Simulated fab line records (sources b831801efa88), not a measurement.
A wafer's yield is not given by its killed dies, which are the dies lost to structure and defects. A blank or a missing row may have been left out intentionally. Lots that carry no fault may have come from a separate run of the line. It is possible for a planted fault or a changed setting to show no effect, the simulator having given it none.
Which tool did it? | flow sky130 | 11 lots with 32 wafers sampled at 4 steps, on a route of 708 steps

## WHAT THE GAUGES SHOWED, per wafer
SKY_VT_ADJUST_LVTN_TW_MEAS_21.
lot  | measured     | on            | VT_ADJUST_LVTN_2_TW
L954 | day 8 06:12  | film_metro-01 | 188.2 188.6 188.7
L955 | day 8 04:58  | film_metro-01 | 187.6 187.8 188.5
L957 | day 8 14:43  | film_metro-03 | 189.6 188.4 189.3
L956 | day 8 14:31  | film_metro-03 | 189.1 190.0 190.5
L962 | day 9 20:43  | film_metro-02 | 186.2 186.6 186.4
L963 | day 10 06:41 | film_metro-01 | 189.5 188.9 188.8
L966 | day 11 03:16 | film_metro-03 | 188.8 189.8 189.7
L967 | day 11 08:05 | film_metro-02 | 185.3 185.0 185.4
L969 | day 12 01:10 | film_metro-01 | 187.9 186.0
L972 | day 12 17:09 | film_metro-02 | 186.8 187.0 187.8
L976 | day 14 02:38 | film_metro-02 | 184.9 186.4 184.9

## WHICH TOOL RAN EACH LOT (tool, then ch and the chambers of the sampled wafers, then the start)
lot  | SKY_FIELD_ISO_STRIP_16              | SKY_NWELL_COAT_18                 | SKY_NWELL_STRIP_25
L954 | plasma_asher-03 ch 0,1, day 2 07:28 | litho_track-03 ch 0, day 5 10:00  | plasma_asher-04 ch 0,1, day 5 18:52
L955 | plasma_asher-02 ch 0,1, day 2 08:59 | litho_track-02 ch 0, day 5 09:29  | plasma_asher-04 ch 0,1, day 5 18:31
L957 | plasma_asher-02 ch 0,1, day 2 20:40 | litho_track-02 ch 0, day 5 17:35  | plasma_asher-03 ch 0,1, day 6 03:32
L956 | plasma_asher-01 ch 0,1, day 2 20:52 | litho_track-02 ch 0, day 5 16:59  | plasma_asher-02 ch 0,1, day 6 02:52
L962 | plasma_asher-03 ch 0,1, day 3 23:11 | litho_track-02 ch 0, day 6 21:14  | plasma_asher-03 ch 0,1, day 7 06:32
L963 | plasma_asher-02 ch 0,1, day 4 06:06 | litho_track-03 ch 0, day 7 03:21  | plasma_asher-02 ch 0,1, day 7 13:55
L966 | plasma_asher-01 ch 0,1, day 4 18:58 | litho_track-02 ch 0, day 7 21:02  | plasma_asher-03 ch 0,1, day 8 07:31
L967 | plasma_asher-03 ch 0,1, day 5 02:22 | litho_track-03 ch 0, day 8 02:13  | plasma_asher-02 ch 0, day 8 13:56
L969 | plasma_asher-03 ch 0,1, day 5 12:16 | litho_track-02 ch 0, day 8 17:08  | plasma_asher-02 ch 0,1, day 9 03:56
L972 | plasma_asher-01 ch 0,1, day 6 02:08 | litho_track-02 ch 0, day 9 06:02  | plasma_asher-02 ch 0,1, day 9 17:49
L976 | plasma_asher-02 ch 0,1, day 6 22:44 | litho_track-01 ch 0, day 10 12:38 | plasma_asher-03 ch 0,1, day 11 00:28
- SKY_FIELD_ISO_STRIP_16: strips in O2/N2.
- SKY_NWELL_COAT_18: resist thk 3000 nm.
- SKY_NWELL_STRIP_25: strips in O2/N2.

## THE ANSWER, worked out from the rows above alone
Rule: what is usual is taken from the lots themselves. The widest of any qualifying gaps counts: lots, ordered by their means at a reading, are off when they make up no more than a third of the lots, leave a main group of 4 or more, and stand apart from it by 3 or more times the standard deviation of that group's means. The tables above print the reading to a certain number of digits; a main group whose means all agree to those digits is not used. A lot without any number at a reading at which 4 lots or more have one is off too. Where the step has rows for the other lots, those lots are counted as sound.
None of the lots is off at any reading shown; this tells nothing.

## WHAT THE SIMULATOR PUT IN
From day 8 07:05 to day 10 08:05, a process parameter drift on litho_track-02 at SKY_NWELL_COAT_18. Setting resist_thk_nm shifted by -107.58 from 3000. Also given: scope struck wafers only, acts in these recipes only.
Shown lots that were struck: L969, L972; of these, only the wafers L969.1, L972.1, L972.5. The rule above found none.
